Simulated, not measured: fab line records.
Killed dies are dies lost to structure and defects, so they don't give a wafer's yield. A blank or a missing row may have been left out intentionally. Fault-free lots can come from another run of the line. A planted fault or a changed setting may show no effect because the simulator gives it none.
Code-filled problem report in 8D (eight disciplines) form + flow sfqLine + the parts of the form that need people (team, actions taken, sign-off) are left out

1. WHAT IS WRONG
Mean of runLengthS at SFQ_TRILAYER_A5B_DEP_PECVD_129: 188.1 s across 2 wafers in 2 lots; on wafers with no fault it is 161.3 s (standard deviation 0.5). That puts it +54 standard deviations away from the usual mean.
The step: deposits SiO2 from SiH4/N2O, time 133.33 s, target thk 600 nm.
Earliest sighting: wafer L709.5 on pecvd-02 at day 76 17:50. The record has a number at this step for 18 wafers belonging to 6 lots. Rule for "out", or "out of limits": more than 4 standard deviations from the usual mean. The rest of the wafers with a number are treated as sound.

2. WHAT THIS IS AND IS NOT
| question                    | is                | is not                                                                         |
|-----------------------------|-------------------|--------------------------------------------------------------------------------|
| which readings at this step | runLengthS        | heaterPowerW, throttleValvePct                                                 |
| which lots                  | L709, L712        | L699, L704, L711, L716                                                         |
| which wafers of those lots  | L709.5, L712.6    | L709.1, L709.6, L712.2, L712.5                                                 |
| read on which tools         | pecvd-02          | pecvd-03                                                                       |
| when                        | from day 76 17:50 | up to then (8 sound wafers); but 8 sound wafers of L711, L712, L716 came after |

3. THE SUSPECTS, EACH WITH WHAT RULES IT OUT
Counting: any tool at a process step up to the reading remains a suspect provided it ran every lot that is out. Sound lots after the first of them don't rule it out here, since some wafers of a struck lot are sound.
- pecvd-02 at SFQ_TRILAYER_A5B_DEP_PECVD_129 (deposits SiO2 from SiH4/N2O, time 133.33 s, target thk 600 nm): kept. It ran every lot that is out, first L709 (day 76 17:50); its last sound lot up to then is L699 (day 71 14:23). Its own readings are out on those wafers: runLengthS.
- At SFQ_TRILAYER_A5B_DEP_PECVD_129, inside pecvd-02: chamber 2 took the wafers that are out, while their sound lot-mates went through chambers 0, 1.
Remaining after the count: pecvd-02 at SFQ_TRILAYER_A5B_DEP_PECVD_129.

4. THE CAUSE (what the simulator had put in)
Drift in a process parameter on pecvd-02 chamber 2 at SFQ_TRILAYER_A5B_DEP_PECVD_129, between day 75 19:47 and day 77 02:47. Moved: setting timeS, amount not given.
This tool alone remained once counting was done.

5. SEQUENCE OF EFFECTS, ordered by route
Each row: a reading where the mean over the struck wafers with a number is more than 3 standard deviations away from the usual. Readings are gone through only where the record gives a usual standard deviation; hours: the median, over the lots, of the time from a lot's start at the first step in this table giving one to that lot's start at this step; sigmas: the change measured in usual standard deviations.
| hours | step                           | reading    | usual   | on struck wafers | change | sigmas |
|-------|--------------------------------|------------|---------|------------------|--------|--------|
| 0     | SFQ_TRILAYER_A5B_DEP_PECVD_129 | runLengthS | 161.3 s | 188.1            | +26.8  | +54    |
Process steps it contains:
- SFQ_TRILAYER_A5B_DEP_PECVD_129: deposits SiO2 from SiH4/N2O, time 133.33 s, target thk 600 nm.

6. WHAT WOULD HAVE CAUGHT IT SOONER
In this record the first reading out of limits was taken at day 76 17:50, 22 hours after the fault began at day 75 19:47.
